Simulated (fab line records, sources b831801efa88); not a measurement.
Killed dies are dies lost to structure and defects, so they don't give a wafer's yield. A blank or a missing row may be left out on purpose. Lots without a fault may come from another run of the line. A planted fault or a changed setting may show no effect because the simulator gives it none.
Chamber matching | flow sky130 | SKY_LI_CONTACT_HDPCVD_00 on hdpcvd-02: 3 sister chambers
The step deposits PSG, target thk 930 nm, time 155 s. 14 wafers are shown with their chamber, then 7 later ones without.

WAFERS WITH THEIR CHAMBER
wafer  | chamber | run_length_s (s)
L466.1 | 0       | 183.8
L466.3 | 2       | 182.3
L466.6 | 0       | 183.0
L467.3 | 1       | 181.9
L467.4 | 1       | 182.7
L467.5 | 0       | 183.2
L469.1 | 0       | 183.0
L469.3 | 1       | 181.9
L469.4 | 0       | 184.1
L478.1 | 2       | 182.5
L478.2 | 1       | 182.1
L478.5 | 1       | 181.9
L477.2 | 1       | 182.2
L477.3 | 0       | 183.0

SIGNATURES (means of the wafers above)
reading      | chamber 0 | chamber 1 | chamber 2 | scatter within a chamber
run_length_s | 183.350   | 182.117   | 182.400   | 0.389
Rule: a wafer's distance from a chamber is the root of the sum, over the readings, of the square of ((its reading less the chamber's mean) divided by the reading's scatter). The wafer belongs to the nearest chamber; if the next one is less than 2 further off, it can't be placed. The scatter: the root of (the sum of the squares of (reading less its chamber's mean) over the shown wafers, divided by (wafers less chambers)).

WAFERS WITHOUT THEIR CHAMBER
wafer  | run_length_s (s)
L477.4 | 182.7
L481.4 | 182.9
L481.5 | 181.8
L481.6 | 182.3
L485.3 | 182.2
L485.4 | 182.4
L485.6 | 183.0

WHICH CHAMBER EACH WENT THROUGH
wafer  | from the rows above          | in truth
L477.4 | can't be placed: 2 or 1 or 0 | 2
L481.4 | can't be placed: 0 or 2 or 1 | 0
L481.5 | can't be placed: 1 or 2      | 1
L481.6 | can't be placed: 2 or 1      | 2
L485.3 | can't be placed: 1 or 2      | 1
L485.4 | can't be placed: 2 or 1      | 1
L485.6 | can't be placed: 0 or 2 or 1 | 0
Placed correctly: 0 of 7. Can't be placed from these rows: 7 (the true chamber is among the candidates in 7). Placed wrongly: 0.
